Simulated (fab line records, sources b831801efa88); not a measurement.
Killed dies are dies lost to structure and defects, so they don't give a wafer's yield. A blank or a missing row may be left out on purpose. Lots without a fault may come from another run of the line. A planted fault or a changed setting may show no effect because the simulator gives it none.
fab line records | flow sky130
record lots=6 wafers=18 last_day=50
route steps=708 shown METAL5@664 PAD_OPEN@708
lots that met no fault: from a run of the same line without faults
start_h: hours from the record's first day to the start of the lot's first wafer shown | wait_h: hours since the lot's step before | " the same as in the row above | L1.1+2: a row that stands for several wafers | - no value, or no start given | * or withheld: withheld | < > ~ a bound
route shown NAME@n: a module of which the file shows steps, and the number in the route of the first | usual: mean/standard deviation of fault-free wafers | same: alike in all rows | chamber/n: place in a boat | sites: the reading at each site | _std_site: their standard deviation | _edge_site: outer sites' mean less inner sites' | radius_mm: how far each site lies from the wafer's centre | mask NAME#n: copy n | behind: the tool/chamber that last shaped the wafer | hold: why the lot was held/for how many hours/how that ended | device: the transistor (n, p or np) that didn't switch | end of line: the same wafers' tests at the end of the route | a step without rows: its recipe alone | killed: dies lost to structure and defects at the first sort, not the wafer's yield | map: a wafer's dies, x killed, . not, _ none there
set.NAME: the setting as run; set.NAME@STEP: as run at that earlier step | model.NAME: the simulator's own value behind a step, which no gauge read
lots at some steps of the route; a table a step, a row a wafer
services: from which hour (start_h, from the record's first day; less than 0 if before it) a tool's chamber was out of use, for how many hours, and why
## steps
# step SKY_METAL5_SPUTTER_03
# recipe material=Ti target_thk_nm=5 power_w=3000 time_s=3.3 chamber_pressure_pa=0.4
# usual cathode_dc_power_W=2999.9/0.63 throttle_valve_pct=30.0/0.68
# columns lot.wafer tool chamber start_h wait_h cathode_dc_power_W throttle_valve_pct
L310.1 pvd_sputter-04 - 1052.10 0.0 3000.0 29.6
L310.4 " - " " 3000.5 30.0
L310.6 " - " " 3000.8 29.0
L312.1 pvd_sputter-01 - 1070.72 0.0 3000.0 30.1
L312.4 " - " " 3001.1 29.9
L312.6 " - " " 2999.8 29.6
L313.1 pvd_sputter-04 - 1078.41 0.0 2999.9 31.1
L313.4 " - " " 2999.5 29.3
L313.6 " - " " 3001.1 29.1
L315.3 pvd_sputter-01 - 1084.96 0.0 3000.1 30.1
L315.4 " - " " 3000.5 30.9
L315.6 " - " " 2998.8 30.2
L314.1 pvd_sputter-04 - 1094.08 0.0 3000.6 29.7
L314.5 " - " " 3000.2 29.5
L314.6 " - " " 3000.2 29.7
L325.1 pvd_sputter-04 - 1147.49 0.0 3000.5 29.5
L325.2 " - " " 3000.0 29.4
L325.4 " - " " 2998.9 31.3
# step SKY_METAL5_SPUTTER_04
# recipe material=TiN target_thk_nm=70 power_w=6500 time_s=58.3 chamber_pressure_pa=0.4
# usual cathode_dc_power_W=6500.1/1.1 throttle_valve_pct=30.0/0.68
# columns lot.wafer tool chamber start_h wait_h cathode_dc_power_W throttle_valve_pct
L310.1 pvd_sputter-04 - 1052.12 0.0 6497.7 29.0
L310.4 " - " " 6500.1 29.9
L310.6 " - " " 6498.2 29.2
L312.1 pvd_sputter-01 - 1070.74 0.0 6501.3 30.0
L312.4 " - " " 6499.1 30.1
L312.6 " - " " 6501.3 29.8
L313.1 pvd_sputter-04 - 1078.43 0.0 6500.3 31.3
L313.4 " - " " 6501.8 29.8
L313.6 " - " " 6499.7 28.8
L315.3 pvd_sputter-01 - 1084.97 0.0 6499.5 30.2
L315.4 " - " " 6499.8 31.0
L315.6 " - " " 6500.7 30.1
L314.1 pvd_sputter-04 - 1094.10 0.0 6499.1 29.7
L314.5 " - " " 6498.7 29.4
L314.6 " - " " 6500.3 29.7
L325.1 pvd_sputter-04 - 1147.50 0.0 6500.6 29.4
L325.2 " - " " 6500.2 29.7
L325.4 " - " " 6499.8 31.2
# step SKY_METAL5_RS_MEAS_05
# recipe thk_meas_gauge=four-point-probe reads=TiN_of_METAL5_SPUTTER_04+Ti_of_METAL5_SPUTTER_03+AlCu_of_METAL5_SPUTTER_02+TiN_of_METAL5_SPUTTER_01+Ti_of_METAL5_SPUTTER_00
# usual METAL5_ALCU_RS=0.02698/0.00022
# columns lot.wafer tool chamber start_h wait_h METAL5_ALCU_RS[ohm/sq]
L310.1 film_metro-01 - 1052.17 0.0 0.02709
L310.4 " - " " 0.02703
L310.6 " - " " 0.02677
L312.1 film_metro-04 - 1070.79 0.0 0.02703
L312.4 " - " " 0.02717
L312.6 " - " " 0.02687
L313.1 film_metro-01 - 1078.47 0.0 0.02696
L313.4 " - " " 0.02717
L313.6 " - " " 0.02678
L315.3 film_metro-01 - 1085.06 0.1 0.02728
L315.4 " - " " 0.02655
L315.6 " - " " 0.02711
L314.1 film_metro-02 - 1094.14 0.0 0.02702
L314.5 " - " " 0.02743
L314.6 " - " " 0.02702
L325.1 film_metro-04 - 1147.55 0.0 0.02752
L325.2 " - " " 0.02748
L325.4 " - " " 0.02718
# step SKY_METAL5_THK_MEAS_06
# recipe thk_meas_gauge=xrf reads=AlCu_of_METAL5_SPUTTER_02
# usual METAL5_ALCU_THK=1171/14
# columns lot.wafer tool chamber start_h wait_h METAL5_ALCU_THK[nm]
L310.1 film_metro-01 - 1052.29 0.1 1153
L310.4 " - " " 1152
L310.6 " - " " 1169
L312.1 film_metro-04 - 1070.91 0.1 1177
L312.4 " - " " 1169
L312.6 " - " " 1180
L313.1 film_metro-01 - 1078.59 0.1 1165
L313.4 " - " " 1157
L313.6 " - " " 1174
L315.3 film_metro-01 - 1085.16 0.1 1151
L315.4 " - " " 1174
L315.6 " - " " 1152
L314.1 film_metro-02 - 1094.26 0.1 1179
L314.5 " - " " 1165
L314.6 " - " " 1184
L325.1 film_metro-04 - 1147.67 0.1 1151
L325.2 " - " " 1156
L325.4 " - " " 1171
# step SKY_METAL5_DEHYDRATE_07
# recipe temp_c=200 time_s=60
# step SKY_METAL5_HMDS_08
# recipe prime_time_s=60 prime_temp_c=120
# step SKY_METAL5_COAT_09
# recipe resist=NOVOLAK spin_rpm=3000 resist_thk_nm=1800
# step SKY_METAL5_SOFTBAKE_10
# recipe temp_c=90 time_s=60 resist=NOVOLAK
# step SKY_METAL5_EXPOSE_11
# recipe mask_id=MM5 na=0.6 source_shape=conventional sigma_outer=0.6 polarization=unpolarized target_cd_nm=1600 dose_mj=190
# step SKY_METAL5_PEB_12
# recipe temp_c=withheld time_s=* resist=NOVOLAK
# step SKY_METAL5_DEVELOP_13
# recipe resist=NOVOLAK developer=TMAH develop_time_s=60 dev_temp_c=23
# step SKY_METAL5_DESCUM_14
# recipe chemistry=O2 source_power_w=150 bias_power_w=0 pressure_mtorr=10 temp_c=40 time_s=11
# usual drypump_motor_current_A=5.8/0.35 oes_product_au=1.002/0.023
# columns lot.wafer tool chamber start_h wait_h drypump_motor_current_A oes_product_au rf_hours_counter_h
L310.1 rie_metal-03 1 1073.84 0.1 5.3 0.982 19
L310.4 " 0 " " 6.0 1.017 -
L310.6 " 1 " " 5.3 0.986 -
L312.1 rie_metal-02 1 1090.49 0.1 5.7 1.037 15
L312.4 " 0 " " 6.3 0.993 -
L312.6 " 0 " " 6.3 0.992 -
L313.1 rie_metal-02 1 1099.29 0.1 5.7 1.032 15
L313.4 " 1 " " 5.8 1.033 -
L313.6 " 0 " " 6.3 0.994 -
L315.3 rie_metal-02 1 1105.06 0.1 5.7 1.037 -
L315.4 " 0 " " 6.3 0.997 -
L315.6 " 0 " " 6.3 0.992 -
L314.1 rie_metal-01 0 1113.13 0.1 5.3 1.005 11
L314.5 " 0 " " 5.3 0.991 -
L314.6 " 1 " " 6.0 0.985 -
L325.1 rie_metal-01 0 1165.44 0.1 5.3 0.990 17
L325.2 " 1 " " 6.0 0.976 27
L325.4 " 1 " " 6.0 0.966 -
# step SKY_METAL5_METAL_ETCH_15
# recipe target_depth_a=12600 stop_on=SiO2 over_etch_frac=0.2 time_s=252 chemistry=Cl2/BCl3 resist_sidewall_deg=86 pressure_mtorr=10 icp_w=900 bias_w=48.5 Cl2_flow_sccm=60 bcl3_flow_sccm=30
# usual drypump_motor_current_A=5.8/0.35 oes_product_au=0.895/0.0049 over_etch_frac=0.2/0 throttle_valve_pct=22.264/0.0089
# columns lot.wafer tool chamber start_h wait_h drypump_motor_current_A oes_product_au over_etch_frac rf_hours_counter_h throttle_valve_pct model.NOVOLAK_of_METAL5_COAT_09.thk_nm model.METAL5.cd_nm model.SiO2_of_VIA4_HDPCVD_00.thk_nm
L310.1 rie_metal-03 1 1073.88 0.0 5.3 0.891 0.2 19 22.271 1039 1596 550.5
L310.4 " 0 " " 6.0 0.895 0.2 - 22.258 1012 1607 546.7
L310.6 " 1 " " 5.3 0.898 0.2 - 22.269 1045 1594 549.4
L312.1 rie_metal-02 1 1090.53 0.0 5.7 0.890 0.2 15 22.266 998.5 1613 548.8
L312.4 " 0 " " 6.2 0.890 0.2 - 22.240 1045 1597 546.5
L312.6 " 0 " " 6.3 0.889 0.2 - 22.280 1047 1593 551.1
L313.1 rie_metal-02 1 1099.33 0.0 5.7 0.822 0.41128 15 22.260 846.4 1601 544.6
L313.4 " 1 " " 5.7 0.818 0.41128 - 22.261 845.4 1599 543.2
L313.6 " 0 " " 6.3 0.823 0.41128 - 22.258 899.6 1585 545.2
L315.3 rie_metal-02 1 1105.17 0.1 5.7 0.826 0.41128 - 22.267 847.3 1600 544.4
L315.4 " 0 " " 6.3 0.816 0.41128 - 22.255 894.4 1583 545.1
L315.6 " 0 " " 6.3 0.823 0.41128 - 22.266 898.1 1583 544.6
L314.1 rie_metal-01 0 1113.17 0.0 5.3 0.891 0.2 12 22.254 1034 1606 546.7
L314.5 " 0 " " 5.3 0.893 0.2 - 22.271 1041 1608 550
L314.6 " 1 " " 6.0 0.895 0.2 - 22.260 1059 1611 547.6
L325.1 rie_metal-01 0 1165.47 0.0 5.4 0.888 0.2 17 22.273 1040 1608 550.2
L325.2 " 1 " " 6.0 0.900 0.2 27 22.268 1060 1607 548.5
L325.4 " 1 " " 6.0 0.895 0.2 - 22.257 1062 1606 550.1
# step SKY_METAL5_STRIP_16
# recipe chemistry=O2/N2 power_w=1400 pressure_mtorr=1500 platen_temp_c=withheld o2_flow_sccm=3000 n2_flow_sccm=300 overash_fraction=0.5
# usual drypump_motor_current_A=5.49/0.18 o2_flow_sccm=3000/7.9 oes_product_au=0.710/0.0045 strip_time_to_endpoint_s=12.99/0.27
# columns lot.wafer tool chamber start_h wait_h drypump_motor_current_A o2_flow_sccm oes_product_au rf_hours_counter_h strip_time_to_endpoint_s
L310.1 plasma_asher-02 1 1074.11 0.2 5.55 2999 0.707 92 13.14
L310.4 " 0 " " 5.47 2989 0.709 - 12.79
L310.6 " 0 " " 5.49 2998 0.714 - 13.19
L312.1 plasma_asher-01 0 1090.76 0.2 5.50 2992 0.711 67 12.70
L312.4 " 0 " " 5.48 2979 0.710 - 13.21
L312.6 " 0 " " 5.49 2995 0.707 - 13.23
L313.1 plasma_asher-02 0 1099.56 0.2 5.50 3011 0.676 94 10.95
L313.4 " 1 " " 5.50 3001 0.683 - 10.93
L313.6 " 1 " " 5.51 2997 0.700 - 11.58
L315.3 plasma_asher-01 1 1105.36 0.1 5.23 3014 0.680 - 10.96
L315.4 " 0 " " 5.47 3008 0.710 - 11.50
L315.6 " 1 " " 5.23 3011 0.704 - 11.52
L314.1 plasma_asher-03 0 1113.40 0.2 5.42 2995 0.714 5 13.07
L314.5 " 0 " " 5.41 3002 0.705 - 13.16
L314.6 " 1 " " 5.96 3000 0.710 - 13.33
L325.1 plasma_asher-03 1 1165.70 0.2 5.94 3002 0.717 10 13.15
L325.2 " 0 " " 5.42 2999 0.708 10 13.33
L325.4 " 0 " " 5.43 3004 0.708 - 13.35
# step SKY_METAL5_STRIP_17
# recipe chemistry=post_etch_residue_remover time_s=1200 temp_c=72.5
# step SKY_PAD_OPEN_PROBE_99
# usual defect_limited_yield=82.6/1.8 killed_at_M0_to_M3=44/6.9 killed_at_M4_up=3.2/1.8 killed_at_contacts=23/5.2 killed_at_front_end=15/4.5 killed_at_other=0.3/0.56 killed_dies=85/8.8 killed_open=47/6.7 killed_short=39/6.4 sort_bin_3_pad_short=0.8/0.4 sort_bin_5_function=10.2/1.3 sort_bin_6_memory=6.4/1.1 sort_n_pass=407/8.8 sort_yield_pct=82.6/1.8
# same gross_dies=492 killed_at_back_side=0 sort_bin_4_leakage[%]=0 sort_bin_8_speed[%]=0
# columns lot.wafer tool chamber start_h wait_h defect_limited_yield[%] killed_at_M0_to_M3 killed_at_M4_up killed_at_contacts killed_at_front_end killed_at_other killed_dies killed_open killed_short sort_bin_3_pad_short[%] sort_bin_5_function[%] sort_bin_6_memory[%] sort_n_pass sort_yield_pct[%] model.etest.met5.width_nm
L310.1 prober-01 - 1117.30 0.1 83.3 40 5 16 20 1 82 42 40 0.8 9.3 6.5 410 83.3 1595
L310.4 prober-01 - 1117.45 0.2 82.3 45 2 18 21 1 87 53 34 1.0 8.9 7.7 405 82.3 1606
L310.6 prober-01 - 1117.55 0.2 85.2 34 4 16 19 0 73 36 37 0.6 9.6 4.7 419 85.2 1595
L312.1 prober-02 - 1133.75 0.1 84.6 43 1 11 21 0 76 46 30 0.2 10.4 4.9 416 84.6 1612
L312.4 prober-02 - 1133.90 0.2 80.1 52 1 27 18 0 98 59 39 1.0 12.2 6.7 394 80.1 1594
L312.6 prober-02 - 1134.00 0.2 81.1 49 0 30 14 0 93 53 40 0.6 11.4 6.9 399 81.1 1594
L313.1 prober-01 - 1140.53 0.1 82.7 45 3 19 18 0 85 52 33 0.8 10.4 6.1 407 82.7 1600
L313.4 prober-01 - 1140.68 0.2 83.1 48 2 25 8 0 83 30 53 0.8 8.9 7.1 409 83.1 1598
L313.6 prober-01 - 1140.78 0.2 84.8 37 1 19 18 0 75 33 42 0.6 7.5 7.1 417 84.8 1588
L315.3 prober-02 - 1147.43 0.2 77.4 63 7 27 14 0 111 51 60 1.4 11.2 10.0 381 77.4 1601
L315.4 prober-02 - 1147.48 0.2 83.5 37 6 25 13 0 81 48 33 0.8 9.1 6.5 411 83.5 1584
L315.6 prober-02 - 1147.58 0.2 82.1 52 6 18 11 1 88 46 42 0.6 10.0 7.3 404 82.1 1584
L314.1 prober-01 - 1154.57 0.1 81.3 42 4 29 17 0 92 51 41 0.6 11.4 6.7 400 81.3 1607
L314.5 prober-01 - 1154.77 0.2 79.1 61 1 23 15 3 103 58 45 1.2 12.8 6.9 389 79.1 1610
L314.6 prober-01 - 1154.82 0.2 83.9 33 4 23 19 0 79 47 32 0.6 11.4 4.1 413 83.9 1609
L325.1 prober-02 - 1200.88 0.4 83.3 47 5 17 13 0 82 39 43 0.6 8.5 7.5 410 83.3 1607
L325.2 prober-02 - 1200.93 0.4 79.5 60 0 26 15 0 101 54 47 1.2 11.8 7.5 391 79.5 1610
L325.4 prober-02 - 1201.03 0.5 80.3 56 5 20 16 0 97 52 45 0.8 9.3 9.6 395 80.3 1606
# killed by level:class
L310.1 VIA1:geometric_particle:open=13 VIA3:geometric_particle:open=7 FIELD_ISO:geometric_particle:open=5 POLY_GATE:geometric_particle:short=5 METAL4:geometric_particle:short=5 FIELD_ISO:geometric_particle:short=4 POLY_GATE:geometric_particle:open=4 CONTACT:geometric_particle:short=4
L310.4 VIA1:geometric_particle:open=11 VIA3:geometric_particle:open=9 CONTACT:geometric_particle:open=7 POLY_GATE:geometric_particle:open=6 LI_CONTACT:geometric_particle:open=6 FIELD_ISO:geometric_particle:short=5 VIA1:geometric_particle:short=5 METAL2:geometric_particle:short=5
L310.6 VIA3:geometric_particle:open=6 VIA1:geometric_particle:open=5 FIELD_ISO:geometric_particle:short=4 POLY_GATE:geometric_particle:short=4 LI_CONTACT:geometric_particle:short=4 LI_CONTACT:geometric_particle:open=4 VIA2:geometric_particle:open=4 VIA3:geometric_particle:short=4
L312.1 FIELD_ISO:geometric_particle:open=8 VIA1:geometric_particle:open=8 VIA3:geometric_particle:open=8 FIELD_ISO:geometric_particle:short=7 CONTACT:geometric_particle:open=6 VIA1:geometric_particle:short=6 METAL3:geometric_particle:short=5 VIA2:geometric_particle:open=5
L312.4 CONTACT:geometric_particle:open=16 VIA1:geometric_particle:open=12 VIA3:geometric_particle:open=11 POLY_GATE:geometric_particle:open=8 VIA1:geometric_particle:short=6 VIA3:geometric_particle:short=6 VIA2:geometric_particle:short=5 FIELD_ISO:geometric_particle:short=4
L312.6 VIA1:geometric_particle:open=17 CONTACT:geometric_particle:open=14 LI_CONTACT:geometric_particle:open=5 LOCAL_INTERCONNECT:geometric_particle:short=5 VIA1:geometric_particle:short=5 METAL1:geometric_particle:short=5 VIA3:geometric_particle:open=5 POLY_GATE:geometric_particle:short=4
L313.1 VIA1:geometric_particle:open=10 VIA2:geometric_particle:open=10 CONTACT:geometric_particle:open=9 VIA3:geometric_particle:open=6 POLY_GATE:geometric_particle:short=5 LI_CONTACT:geometric_particle:open=5 VIA2:geometric_particle:short=5 FIELD_ISO:geometric_particle:open=4
L313.4 VIA1:geometric_particle:open=10 CONTACT:geometric_particle:open=9 VIA1:geometric_particle:short=8 METAL2:geometric_particle:short=7 LOCAL_INTERCONNECT:geometric_particle:short=6 VIA3:geometric_particle:short=6 METAL1:geometric_particle:short=5 FIELD_ISO:geometric_particle:short=4
L313.6 METAL2:geometric_particle:short=7 POLY_GATE:geometric_particle:short=6 VIA1:geometric_particle:open=6 CONTACT:geometric_particle:open=5 VIA3:geometric_particle:open=4 POLY_GATE:geometric_particle:open=4 LOCAL_INTERCONNECT:geometric_particle:short=4 VIA1:geometric_particle:short=4
L315.3 METAL1:geometric_particle:short=10 VIA1:geometric_particle:open=10 VIA3:geometric_particle:open=10 METAL2:geometric_particle:short=9 LI_CONTACT:geometric_particle:open=7 METAL4:geometric_particle:short=7 LI_CONTACT:geometric_particle:short=6 CONTACT:geometric_particle:open=6
L315.4 CONTACT:geometric_particle:open=10 VIA1:geometric_particle:open=8 LI_CONTACT:geometric_particle:open=6 METAL1:geometric_particle:short=6 VIA3:geometric_particle:open=6 FIELD_ISO:geometric_particle:open=5 VIA2:geometric_particle:open=5 VIA3:geometric_particle:short=4
L315.6 CONTACT:geometric_particle:open=9 VIA1:geometric_particle:open=9 VIA3:geometric_particle:open=9 METAL2:geometric_particle:short=8 VIA2:geometric_particle:open=5 VIA2:geometric_particle:short=4 METAL3:geometric_particle:short=4 METAL4:geometric_particle:short=4
L314.1 CONTACT:geometric_particle:open=14 VIA1:geometric_particle:open=9 VIA1:geometric_particle:short=6 METAL2:geometric_particle:short=6 VIA2:geometric_particle:open=6 FIELD_ISO:geometric_particle:short=5 VIA3:geometric_particle:open=5 LI_CONTACT:geometric_particle:short=4
L314.5 VIA1:geometric_particle:open=15 CONTACT:geometric_particle:open=11 VIA2:geometric_particle:open=10 VIA3:geometric_particle:open=9 VIA1:geometric_particle:short=6 CONTACT:geometric_particle:short=6 POLY_GATE:geometric_particle:open=5 VIA3:geometric_particle:short=5
L314.6 CONTACT:geometric_particle:open=11 VIA1:geometric_particle:open=9 LI_CONTACT:geometric_particle:open=7 VIA1:geometric_particle:short=7 VIA3:geometric_particle:open=7 METAL1:geometric_particle:short=6 FIELD_ISO:geometric_particle:open=4 POLY_GATE:geometric_particle:open=4
L325.1 METAL2:geometric_particle:short=8 VIA3:geometric_particle:open=8 VIA2:geometric_particle:open=7 CONTACT:geometric_particle:open=6 VIA1:geometric_particle:short=6 VIA1:geometric_particle:open=6 METAL1:geometric_particle:short=5 FIELD_ISO:geometric_particle:open=4
L325.2 VIA1:geometric_particle:open=17 VIA2:geometric_particle:open=10 LI_CONTACT:geometric_particle:open=9 METAL1:geometric_particle:short=7 POLY_GATE:geometric_particle:short=6 CONTACT:geometric_particle:open=6 VIA1:geometric_particle:short=5 VIA3:geometric_particle:short=5
L325.4 VIA1:geometric_particle:open=12 VIA3:geometric_particle:open=10 METAL2:geometric_particle:short=8 METAL1:geometric_particle:short=8 LI_CONTACT:geometric_particle:open=7 CONTACT:geometric_particle:open=6 CONTACT:geometric_particle:short=5 POLY_GATE:geometric_particle:short=5
## services
# columns tool chamber start_h hours kind
plasma_asher-03 - 1055.25 9.0 pm
plasma_asher-03 0 1055.25 9.0 vent_cycle
plasma_asher-03 1 1055.25 9.0 vent_cycle
plasma_asher-01 - 1058.63 2.8 pm
plasma_asher-03 0 1064.25 - clean
plasma_asher-03 1 1064.25 - clean
rie_metal-01 0 1083.61 14.5 repair
pvd_sputter-01 - 1086.06 1.0 repair
pvd_sputter-04 - 1086.86 5.1 repair
rie_metal-03 0 1087.52 16.6 repair
pvd_sputter-01 - 1090.18 15.6 repair
plasma_asher-01 - 1108.66 0.7 repair
plasma_asher-01 - 1111.93 3.3 repair
rie_metal-02 1 1113.41 20.3 repair
pvd_sputter-04 - 1118.34 0.7 repair
rie_metal-01 1 1123.34 4.0 repair
plasma_asher-01 - 1136.44 8.2 repair
rie_metal-03 1 1137.37 14.2 repair
pvd_sputter-01 - 1160.76 2.3 repair
## key
first_sign step=SKY_METAL5_METAL_ETCH_15 reading=over_etch_frac direction=up sigmas=99+ usual=0.2 struck=0.41128
effect step=SKY_METAL5_METAL_ETCH_15 reading=oes_product_au direction=down sigmas=15 usual=0.895 struck=0.821
effect step=SKY_METAL5_STRIP_16 reading=strip_time_to_endpoint_s direction=down sigmas=6.5 usual=* struck=*
model_effect step=SKY_METAL5_METAL_ETCH_15 value=NOVOLAK_of_METAL5_COAT_09.thk_nm without=1009 struck=871.9
model_effect step=SKY_PAD_OPEN_PROBE_99 value=etest.met5.width_nm without=1608 struck=1593
met_at SKY_METAL5_METAL_ETCH_15
struck_wafers L313.1,L313.4,L313.6,L315.3,L315.4,L315.6
onset_between 1090.53 1099.33
fault kind=process_parameter_drift tool=rie_metal-02 chamber=- onset_h=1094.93 steps=SKY_METAL5_METAL_ETCH_15 channel=over_etch_frac offset=0.21128 shape=step end_h=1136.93 acts_in=these_recipes_only stated=0.2
